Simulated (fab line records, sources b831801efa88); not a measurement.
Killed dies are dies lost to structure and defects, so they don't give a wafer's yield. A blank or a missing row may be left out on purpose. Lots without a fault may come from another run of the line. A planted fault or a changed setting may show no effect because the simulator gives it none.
fab line records | flow gf180mcu | part 1 of 2: steps 1 to 25 of 36
record lots=5 wafers=15 last_day=34
route steps=602 shown MIM@514 M5@526 V5@540
lots that met no fault: from a run of the same line without faults
start_h: hours from the record's first day to the start of the lot's first wafer shown | wait_h: hours since the lot's step before | " the same as in the row above | L1.1+2: a row that stands for several wafers | - no value, or no start given | * or withheld: withheld | < > ~ a bound
route shown NAME@n: a module of which the file shows steps, and the number in the route of the first | usual: mean/standard deviation of fault-free wafers | same: alike in all rows | chamber/n: place in a boat | sites: the reading at each site | _std_site: their standard deviation | _edge_site: outer sites' mean less inner sites' | radius_mm: how far each site lies from the wafer's centre | mask NAME#n: copy n | behind: the tool/chamber that last shaped the wafer | hold: why the lot was held/for how many hours/how that ended | device: the transistor (n, p or np) that didn't switch | end of line: the same wafers' tests at the end of the route | a step without rows: its recipe alone | killed: dies lost to structure and defects at the first sort, not the wafer's yield | map: a wafer's dies, x killed, . not, _ none there
set.NAME: the setting as run; set.NAME@STEP: as run at that earlier step | model.NAME: the simulator's own value behind a step, which no gauge read
lots at some steps of the route; a table a step, a row a wafer
services: from which hour (start_h, from the record's first day; less than 0 if before it) a tool's chamber was out of use, for how many hours, and why
## steps
# step GF_MIM_THK_MEAS_11
# recipe thk_meas_gauge=xrf reads=AlCu_of_MIM_SPUTTER_08
# usual MIM_ALCU_THK=197.7/2.3
# columns lot.wafer tool chamber start_h wait_h MIM_ALCU_THK[nm]
L075.1 film_metro-04 - 573.12 0.1 196.0
L075.2 " - " " 196.2
L075.5 " - " " 196.8
L088.1 film_metro-04 - 665.96 0.1 196.2
L088.5 " - " " 193.9
L088.6 " - " " 195.1
L091.1 film_metro-04 - 691.68 0.1 192.9
L091.2 " - " " 196.0
L091.5 " - " " 191.7
L092.1 film_metro-04 - 700.03 0.1 199.1
L092.4 " - " " 196.7
L092.5 " - " " 197.4
L095.2 film_metro-04 - 720.40 0.1 198.1
L095.3 " - " " 200.0
L095.5 " - " " 198.7
# step GF_MIM_DEHYDRATE_12
# recipe temp_c=200 time_s=60
# usual exhaust_pa=45.0/0.85
# same time_s=60
# columns lot.wafer tool chamber start_h wait_h exhaust_pa
L075.1 litho_track-02 0 582.98 9.8 44.2
L075.2 " 0 " " 44.8
L075.5 " 0 " " 46.4
L088.1 litho_track-04 0 675.45 9.5 43.8
L088.5 " 0 " " 44.0
L088.6 " 0 " " 45.3
L091.1 litho_track-03 0 700.67 9.0 47.2
L091.2 " 0 " " 46.6
L091.5 " 0 " " 46.7
L092.1 litho_track-04 0 708.35 8.3 46.0
L092.4 " 0 " " 46.3
L092.5 " 0 " " 44.8
L095.2 litho_track-03 0 727.95 7.5 45.4
L095.3 " 0 " " 43.7
L095.5 " 0 " " 44.2
# step GF_MIM_HMDS_13
# recipe prime_time_s=60 prime_temp_c=120
# usual exhaust_pa=44.9/0.88
# columns lot.wafer tool chamber start_h wait_h exhaust_pa
L075.1 litho_track-02 0 583.13 0.1 45.9
L075.2 " 0 " " 46.0
L075.5 " 0 " " 46.1
L088.1 litho_track-04 0 675.60 0.1 44.2
L088.5 " 0 " " 44.9
L088.6 " 0 " " 43.4
L091.1 litho_track-03 0 700.82 0.1 45.3
L091.2 " 0 " " 44.9
L091.5 " 0 " " 45.1
L092.1 litho_track-04 0 708.50 0.1 45.8
L092.4 " 0 " " 44.8
L092.5 " 0 " " 43.8
L095.2 litho_track-03 0 728.10 0.1 46.6
L095.3 " 0 " " 46.1
L095.5 " 0 " " 46.4
# step GF_MIM_COAT_14
# recipe resist=NOVOLAK spin_rpm=3000 resist_thk_nm=1000
# usual exhaust_pa=45.0/0.85
# columns lot.wafer tool chamber start_h wait_h exhaust_pa
L075.1 litho_track-02 0 583.28 0.1 45.8
L075.2 " 0 " " 44.2
L075.5 " 0 " " 44.8
L088.1 litho_track-04 0 675.75 0.1 43.8
L088.5 " 0 " " 43.2
L088.6 " 0 " " 43.6
L091.1 litho_track-03 0 700.97 0.1 44.6
L091.2 " 0 " " 44.6
L091.5 " 0 " " 45.0
L092.1 litho_track-04 0 708.65 0.1 45.7
L092.4 " 0 " " 43.5
L092.5 " 0 " " 44.8
L095.2 litho_track-03 0 728.25 0.1 45.4
L095.3 " 0 " " 47.0
L095.5 " 0 " " 44.1
# step GF_MIM_SOFTBAKE_15
# recipe temp_c=90 time_s=60 resist=NOVOLAK
# usual exhaust_pa=44.9/0.83
# same time_s=60
# columns lot.wafer tool chamber start_h wait_h exhaust_pa
L075.1 litho_track-02 0 583.43 0.1 45.8
L075.2 " 0 " " 45.2
L075.5 " 0 " " 44.9
L088.1 litho_track-04 0 675.90 0.1 44.7
L088.5 " 0 " " 44.4
L088.6 " 0 " " 46.2
L091.1 litho_track-03 0 701.12 0.1 44.0
L091.2 " 0 " " 44.7
L091.5 " 0 " " 43.1
L092.1 litho_track-04 0 708.80 0.1 44.9
L092.4 " 0 " " 46.0
L092.5 " 0 " " 47.1
L095.2 litho_track-03 0 728.40 0.1 43.6
L095.3 " 0 " " 44.7
L095.5 " 0 " " 44.0
# step GF_MIM_EXPOSE_16
# recipe mask_id=FuseTop target_cd_nm=2000 na=0.6 source_shape=conventional sigma_outer=0.6 dose_mj=140
# columns lot.wafer tool chamber start_h wait_h mask
L075.1+2+5 iline_stepper-01 0 - - FuseTop#0
L088.1+5+6 iline_stepper-01 0 - - FuseTop#0
L091.1+2+5 iline_stepper-02 0 - - FuseTop#0
L092.1+4+5 iline_stepper-01 0 - - FuseTop#0
L095.2+3+5 iline_stepper-01 0 - - FuseTop#0
# step GF_MIM_PEB_17
# recipe temp_c=withheld time_s=* resist=NOVOLAK
# usual exhaust_pa=45.2/0.96
# same time_s=*
# columns lot.wafer tool chamber start_h wait_h exhaust_pa
L075.1 litho_track-02 0 - - 46.2
L075.2 " 0 " " 46.0
L075.5 " 0 " " 46.3
L088.1 litho_track-04 0 - - 44.6
L088.5 " 0 " " 45.8
L088.6 " 0 " " 44.9
L091.1 litho_track-04 0 - - 46.3
L091.2 " 0 " " 44.7
L091.5 " 0 " " 45.2
L092.1 litho_track-04 0 - - 44.8
L092.4 " 0 " " 44.7
L092.5 " 0 " " 44.9
L095.2 litho_track-03 0 - - 46.2
L095.3 " 0 " " 44.9
L095.5 " 0 " " 44.5
# step GF_MIM_DEVELOP_18
# recipe develop_time_s=60 dev_temp_c=23
# usual exhaust_pa=45.0/0.89
# columns lot.wafer tool chamber start_h wait_h exhaust_pa
L075.1 litho_track-02 0 594.23 0.1 43.7
L075.2 " 0 " " 43.0
L075.5 " 0 " " 42.6
L088.1 litho_track-04 0 683.95 0.1 44.6
L088.5 " 0 " " 44.3
L088.6 " 0 " " 44.3
L091.1 litho_track-04 0 709.70 0.1 44.0
L091.2 " 0 " " 44.2
L091.5 " 0 " " 45.9
L092.1 litho_track-04 0 718.35 0.1 45.0
L092.4 " 0 " " 44.9
L092.5 " 0 " " 45.4
L095.2 litho_track-03 0 737.25 0.1 44.8
L095.3 " 0 " " 45.0
L095.5 " 0 " " 45.6
# step GF_MIM_METAL_ETCH_19
# recipe chemistry=Cl2/BCl3 mask_material=NOVOLAK stop_on=Si3N4 target_depth_nm=324.5 pressure_mtorr=8 icp_w=800 bias_w=140 Cl2_flow_sccm=80 bcl3_flow_sccm=40 time_s=54.1
# usual drypump_motor_current_A=5.6/0.37 oes_product_au=0.943/0.0057 throttle_valve_pct=28.281/0.01
# same time_s=54.1
# columns lot.wafer tool chamber start_h wait_h drypump_motor_current_A oes_product_au rf_hours_counter_h throttle_valve_pct
L075.1 rie_metal-03 1 594.38 0.1 5.4 0.942 10 28.292
L075.2 " 0 " " 5.8 0.930 2 28.297
L075.5 " 1 " " 5.4 0.942 - 28.272
L088.1 rie_metal-02 0 684.10 0.1 6.0 0.938 5 28.285
L088.5 " 1 " " 4.9 0.944 - 28.265
L088.6 " 0 " " 5.9 0.937 - 28.290
L091.1 rie_metal-02 0 709.85 0.1 6.0 0.929 6 28.298
L091.2 " 1 " " 4.9 0.937 1 28.286
L091.5 " 0 " " 6.0 0.935 - 28.291
L092.1 rie_metal-04 0 718.50 0.1 5.9 0.944 14 28.283
L092.4 " 0 " " 5.9 0.939 - 28.263
L092.5 " 0 " " 5.9 0.938 - 28.283
L095.2 rie_metal-04 0 737.37 0.1 5.9 0.959 15 28.281
L095.3 " 1 " " 5.5 0.940 - 28.297
L095.5 " 1 " " 5.5 0.945 - 28.279
# step GF_MIM_STRIP_20
# recipe chemistry=O2/N2 power_w=1400 pressure_mtorr=1500 platen_temp_c=250 o2_flow_sccm=3000 n2_flow_sccm=300 overash_fraction=0.5
# usual drypump_motor_current_A=5.8/0.33 heater_power_w=363/37 n2_flow_sccm=300.2/0.85 oes_product_au=0.692/0.0047 strip_time_to_endpoint_s=11.22/0.037
# columns lot.wafer tool chamber start_h wait_h drypump_motor_current_A heater_power_w n2_flow_sccm oes_product_au rf_hours_counter_h strip_time_to_endpoint_s
L075.1 plasma_asher-01 1 594.45 0.0 5.6 400 298.8 0.691 100 11.16
L075.2 " 0 " " 5.8 310 300.5 0.688 100 11.22
L075.5 " 0 " " 5.8 311 300.8 0.700 - 11.18
L088.1 plasma_asher-01 1 684.17 0.0 5.6 389 301.1 0.695 110 11.19
L088.5 " 0 " " 5.8 318 300.9 0.694 - 11.23
L088.6 " 1 " " 5.6 379 301.3 0.694 - 11.22
L091.1 plasma_asher-01 0 709.92 0.0 5.8 312 300.3 0.700 113 11.20
L091.2 " 1 " " 5.6 387 299.4 0.683 113 11.23
L091.5 " 1 " " 5.6 394 300.7 0.692 - 11.19
L092.1 plasma_asher-01 0 718.64 0.1 5.8 315 300.7 0.696 113 11.26
L092.4 " 0 " " 5.8 313 299.8 0.705 - 11.24
L092.5 " 0 " " 5.8 306 301.0 0.691 - 11.22
L095.2 plasma_asher-03 1 737.44 0.0 6.0 408 299.7 0.696 67 11.23
L095.3 " 1 " " 6.0 401 300.6 0.692 - 11.19
L095.5 " 1 " " 6.0 425 300.1 0.698 - 11.23
# step GF_MIM_STRIP_21
# recipe chemistry=post_etch_residue_remover time_s=1200 temp_c=72.5
# same time_s=1200
# columns lot.wafer tool chamber start_h wait_h
L075.1+2+5 wet_bench-04 0 594.55 0.1
L088.1+5+6 wet_bench-04 1 684.27 0.1
L091.1+2+5 wet_bench-04 0 710.02 0.1
L092.1+4+5 wet_bench-03 1 718.74 0.1
L095.2+3+5 wet_bench-01 0 737.54 0.1
# step GF_MIM_CLEAN_22
# recipe chemistry=DIW dry=n2_spin
# columns lot.wafer tool chamber start_h wait_h
L075.1+2+5 wet_bench-01 3 594.89 0.0
L088.1+5+6 wet_bench-03 0 684.61 0.0
L091.1+2+5 wet_bench-03 2 710.36 0.0
L092.1+4+5 wet_bench-04 2 719.08 0.0
L095.2+3+5 wet_bench-01 0 737.88 0.0
# step GF_M5_DEHYDRATE_00
# recipe temp_c=200 time_s=60
# usual exhaust_pa=44.9/0.87
# same time_s=60
# columns lot.wafer tool chamber start_h wait_h exhaust_pa
L075.1 litho_track-04 0 604.65 9.7 43.9
L075.2 " 0 " " 44.2
L075.5 " 0 " " 46.2
L088.1 litho_track-02 0 693.93 9.2 45.7
L088.5 " 0 " " 46.9
L088.6 " 0 " " 45.9
L091.1 litho_track-04 0 718.85 8.4 45.0
L091.2 " 0 " " 45.7
L091.5 " 0 " " 44.7
L092.1 litho_track-04 0 726.85 7.7 44.7
L092.4 " 0 " " 44.8
L092.5 " 0 " " 45.9
L095.2 litho_track-04 0 744.82 6.8 44.6
L095.3 " 0 " " 44.0
L095.5 " 0 " " 44.1
# step GF_M5_HMDS_01
# recipe prime_time_s=60 prime_temp_c=120
# usual exhaust_pa=44.8/0.86
# columns lot.wafer tool chamber start_h wait_h exhaust_pa
L075.1 litho_track-04 0 604.80 0.1 43.2
L075.2 " 0 " " 43.9
L075.5 " 0 " " 43.3
L088.1 litho_track-02 0 694.08 0.1 44.0
L088.5 " 0 " " 45.2
L088.6 " 0 " " 45.1
L091.1 litho_track-04 0 719.00 0.1 43.8
L091.2 " 0 " " 44.8
L091.5 " 0 " " 45.3
L092.1 litho_track-04 0 727.00 0.1 45.9
L092.4 " 0 " " 45.5
L092.5 " 0 " " 46.4
L095.2 litho_track-04 0 744.97 0.1 45.6
L095.3 " 0 " " 44.6
L095.5 " 0 " " 46.2
# step GF_M5_COAT_02
# recipe resist=KrF spin_rpm=withheld resist_thk_nm=1000
# usual exhaust_pa=44.9/0.86
# columns lot.wafer tool chamber start_h wait_h exhaust_pa
L075.1 litho_track-04 0 604.95 0.1 43.7
L075.2 " 0 " " 44.3
L075.5 " 0 " " 45.3
L088.1 litho_track-02 0 694.23 0.1 44.5
L088.5 " 0 " " 45.4
L088.6 " 0 " " 44.7
L091.1 litho_track-04 0 719.15 0.1 44.3
L091.2 " 0 " " 43.0
L091.5 " 0 " " 43.6
L092.1 litho_track-04 0 727.15 0.1 46.6
L092.4 " 0 " " 46.0
L092.5 " 0 " " 45.6
L095.2 litho_track-04 0 745.12 0.1 43.6
L095.3 " 0 " " 44.4
L095.5 " 0 " " 45.1
# step GF_M5_SOFTBAKE_03
# recipe temp_c=130 time_s=60 resist=KrF
# usual exhaust_pa=45.3/0.9
# same time_s=60
# columns lot.wafer tool chamber start_h wait_h exhaust_pa
L075.1 litho_track-04 0 605.10 0.1 45.9
L075.2 " 0 " " 46.8
L075.5 " 0 " " 46.5
L088.1 litho_track-02 0 694.38 0.1 43.9
L088.5 " 0 " " 44.7
L088.6 " 0 " " 44.7
L091.1 litho_track-04 0 719.30 0.1 45.3
L091.2 " 0 " " 44.7
L091.5 " 0 " " 45.9
L092.1 litho_track-04 0 727.30 0.1 47.0
L092.4 " 0 " " 46.3
L092.5 " 0 " " 45.0
L095.2 litho_track-04 0 745.27 0.1 45.7
L095.3 " 0 " " 45.6
L095.5 " 0 " " 44.8
# step GF_M5_EXPOSE_04
# recipe mask_id=Metal5 target_cd_nm=280 na=0.68 source_shape=conventional sigma_outer=0.6 dose_mj=28
# columns lot.wafer tool chamber start_h wait_h mask
L075.1+2+5 krf_scanner-02 0 - - Metal5#0
L088.1+5+6 krf_scanner-01 0 - - Metal5#0
L091.1+2+5 krf_scanner-02 0 - - Metal5#0
L092.1+4+5 krf_scanner-02 0 - - Metal5#0
L095.2+3+5 krf_scanner-02 0 - - Metal5#0
# step GF_M5_PEB_05
# recipe peb_temp_c=135 peb_time_s=90 resist=KrF
# usual exhaust_pa=45.0/0.88
# columns lot.wafer tool chamber start_h wait_h exhaust_pa
L075.1 litho_track-01 0 - - 44.2
L075.2 " 0 " " 44.6
L075.5 " 0 " " 45.1
L088.1 litho_track-04 0 - - 43.0
L088.5 " 0 " " 43.7
L088.6 " 0 " " 44.0
L091.1 litho_track-01 0 - - 45.6
L091.2 " 0 " " 45.5
L091.5 " 0 " " 45.8
L092.1 litho_track-02 0 - - 45.5
L092.4 " 0 " " 45.7
L092.5 " 0 " " 45.3
L095.2 litho_track-04 0 - - 43.1
L095.3 " 0 " " 43.9
L095.5 " 0 " " 43.8
# step GF_M5_DEVELOP_06
# recipe develop_time_s=60 dev_temp_c=21
# usual exhaust_pa=45.1/0.91
# columns lot.wafer tool chamber start_h wait_h exhaust_pa
L075.1 litho_track-01 0 615.13 0.2 45.5
L075.2 " 0 " " 44.5
L075.5 " 0 " " 43.8
L088.1 litho_track-04 0 702.65 0.2 44.3
L088.5 " 0 " " 44.6
L088.6 " 0 " " 44.5
L091.1 litho_track-01 0 727.38 0.2 45.5
L091.2 " 0 " " 44.8
L091.5 " 0 " " 45.7
L092.1 litho_track-02 0 736.63 0.2 46.2
L092.4 " 0 " " 45.5
L092.5 " 0 " " 45.2
L095.2 litho_track-04 0 753.87 0.2 46.4
L095.3 " 0 " " 46.1
L095.5 " 0 " " 45.1
# step GF_M5_CD_MEAS_07
# recipe target_cd_nm=280
# usual cd_nm=280.2/1.1
# columns lot.wafer tool chamber start_h wait_h cd_nm
L075.1 cd_sem-02 - 615.28 0.1 279.7
L075.2 " - " " 280.4
L075.5 " - " " 280.1
L088.1 cd_sem-02 - 702.80 0.1 281.6
L088.5 " - " " 281.9
L088.6 " - " " 280.7
L091.1 cd_sem-02 - 727.53 0.1 278.9
L091.2 " - " " 279.4
L091.5 " - " " 278.9
L092.1 cd_sem-02 - 736.78 0.1 281.6
L092.4 " - " " 281.7
L092.5 " - " " 281.7
L095.2 cd_sem-01 - 754.02 0.1 279.9
L095.3 " - " " 280.2
L095.5 " - " " 279.5
# step GF_M5_OVL_MEAS_08
# usual M5_OVL=-3/4.6
# columns lot.wafer tool chamber start_h wait_h M5_OVL[nm]
L075.1 overlay-02 - 615.40 0.1 -6
L075.2 " - " " -1
L075.5 " - " " 3
L088.1 overlay-01 - 702.92 0.1 5
L088.5 " - " " -1
L088.6 " - " " -4
L091.1 overlay-01 - 727.65 0.1 -1
L091.2 " - " " -5
L091.5 " - " " 1
L092.1 overlay-01 - 736.90 0.1 -12
L092.4 " - " " -1
L092.5 " - " " -9
L095.2 overlay-02 - 754.13 0.1 -5
L095.3 " - " " -7
L095.5 " - " " -4
# step GF_M5_ETCH_09
# recipe chemistry=CF4/O2 target=Si3N4 target_depth_nm=52 source_w=800 bias_w=150 pressure_mtorr=150 cf4_flow_sccm=80 O2_flow_sccm=10 time_s=11.6
# usual cf4_flow_sccm=79.98/0.29 drypump_motor_current_A=5.6/0.39 oes_product_au=0.999/0.01 throttle_valve_pct=5.969/0.009
# same time_s=11.6
# columns lot.wafer tool chamber start_h wait_h cf4_flow_sccm drypump_motor_current_A oes_product_au rf_hours_counter_h throttle_valve_pct
L075.1 rie_diel-02 1 615.44 0.0 79.86 6.0 0.988 0 5.977
L075.2 " 2 " " 80.03 5.7 1.004 2 5.977
L075.5 " 3 " " 79.93 5.7 0.993 - 5.962
L088.1 rie_diel-04 0 702.96 0.0 79.73 5.5 0.999 25 5.967
L088.5 " 0 " " 81.61 5.5 1.001 - 5.965
L088.6 " 1 " " 79.70 5.9 0.989 - 5.972
L091.1 rie_diel-02 3 727.69 0.0 80.06 5.7 1.002 6 5.977
L091.2 " 2 " " 79.80 5.8 1.013 7 5.961
L091.5 " 1 " " 80.39 6.0 0.996 - 5.957
L092.1 rie_diel-04 2 736.93 0.0 80.22 5.8 0.994 37 5.957
L092.4 " 3 " " 80.16 5.1 1.009 6 5.975
L092.5 " 2 " " 80.27 5.8 1.007 - 5.977
L095.2 rie_diel-02 3 754.16 0.0 79.83 5.7 0.999 7 5.957
L095.3 " 2 " " 80.21 5.7 0.999 8 5.980
L095.5 " 3 " " 80.00 5.7 0.992 - 5.979
# step GF_M5_METAL_ETCH_10
# recipe chemistry=Cl2/BCl3 mask_material=KrF target_depth_nm=627.5 stop_on=SiO2 pressure_mtorr=8 icp_w=800 bias_w=140 Cl2_flow_sccm=80 bcl3_flow_sccm=40 time_s=104.6
# usual drypump_motor_current_A=5.7/0.4 oes_product_au=0.973/0.006 throttle_valve_pct=28.248/0.01
# same time_s=104.6
# columns lot.wafer tool chamber start_h wait_h drypump_motor_current_A oes_product_au rf_hours_counter_h throttle_valve_pct
L075.1 rie_metal-03 1 615.46 0.0 5.4 0.968 11 28.243
L075.2 " 0 " " 5.9 0.971 2 28.254
L075.5 " 0 " " 5.8 0.971 - 28.260
L088.1 rie_metal-02 1 702.98 0.0 4.9 0.977 1 28.228
L088.5 " 1 " " 4.9 0.979 - 28.240
L088.6 " 0 " " 6.0 0.979 - 28.231
L091.1 rie_metal-01 0 727.71 0.0 6.1 0.979 4 28.230
L091.2 " 1 " " 5.5 0.970 13 28.253
L091.5 " 1 " " 5.5 0.975 - 28.251
L092.1 rie_metal-01 1 736.96 0.0 5.5 0.974 14 28.247
L092.4 " 1 " " 5.5 0.983 - 28.251
L092.5 " 0 " " 6.1 0.971 - 28.258
L095.2 rie_metal-01 1 754.18 0.0 5.5 0.976 15 28.263
L095.3 " 1 " " 5.5 0.966 - 28.254
L095.5 " 0 " " 6.1 0.963 - 28.254
# step GF_M5_STRIP_11
# recipe chemistry=O2/N2 power_w=1400 pressure_mtorr=1500 platen_temp_c=250 o2_flow_sccm=3000 n2_flow_sccm=300 overash_fraction=0.5
# usual drypump_motor_current_A=5.7/0.43 heater_power_w=360/30 n2_flow_sccm=300.0/0.87 oes_product_au=0.544/0.0046 strip_time_to_endpoint_s=7.53/0.044
# columns lot.wafer tool chamber start_h wait_h drypump_motor_current_A heater_power_w n2_flow_sccm oes_product_au rf_hours_counter_h strip_time_to_endpoint_s
L075.1 plasma_asher-03 0 615.58 0.1 6.1 339 299.7 0.532 54 7.46
L075.2 " 1 " " 6.0 408 301.6 0.545 54 7.53
L075.5 " 1 " " 6.0 420 301.7 0.550 - 7.52
L088.1 plasma_asher-04 0 703.09 0.1 4.9 338 300.2 0.548 26 7.50
L088.5 " 1 " " 5.8 393 301.2 0.538 - 7.49
L088.6 " 0 " " 4.9 328 301.2 0.541 - 7.45
L091.1 plasma_asher-04 1 727.82 0.1 5.8 393 299.7 0.546 28 7.49
L091.2 " 0 " " 4.9 343 300.8 0.537 28 7.56
L091.5 " 0 " " 4.9 336 299.6 0.545 - 7.54
L092.1 plasma_asher-02 0 737.07 0.1 6.0 359 299.7 0.545 92 7.58
L092.4 " 1 " " 5.6 329 299.8 0.551 - 7.57
L092.5 " 1 " " 5.6 322 301.4 0.547 - 7.53
L095.2 plasma_asher-04 1 754.29 0.1 5.8 388 301.0 0.544 32 7.54
L095.3 " 1 " " 5.8 397 299.3 0.542 - 7.54
L095.5 " 0 " " 4.9 335 300.8 0.552 - 7.49
# step GF_M5_STRIP_12
# recipe chemistry=post_etch_residue_remover time_s=1200 temp_c=72.5
# same time_s=1200
# columns lot.wafer tool chamber start_h wait_h
L075.1+2+5 wet_bench-04 3 615.68 0.1
L088.1+5+6 wet_bench-01 1 703.19 0.1
L091.1+2+5 wet_bench-04 0 727.92 0.1
L092.1+4+5 wet_bench-01 2 737.17 0.1
L095.2+3+5 wet_bench-04 3 754.39 0.1
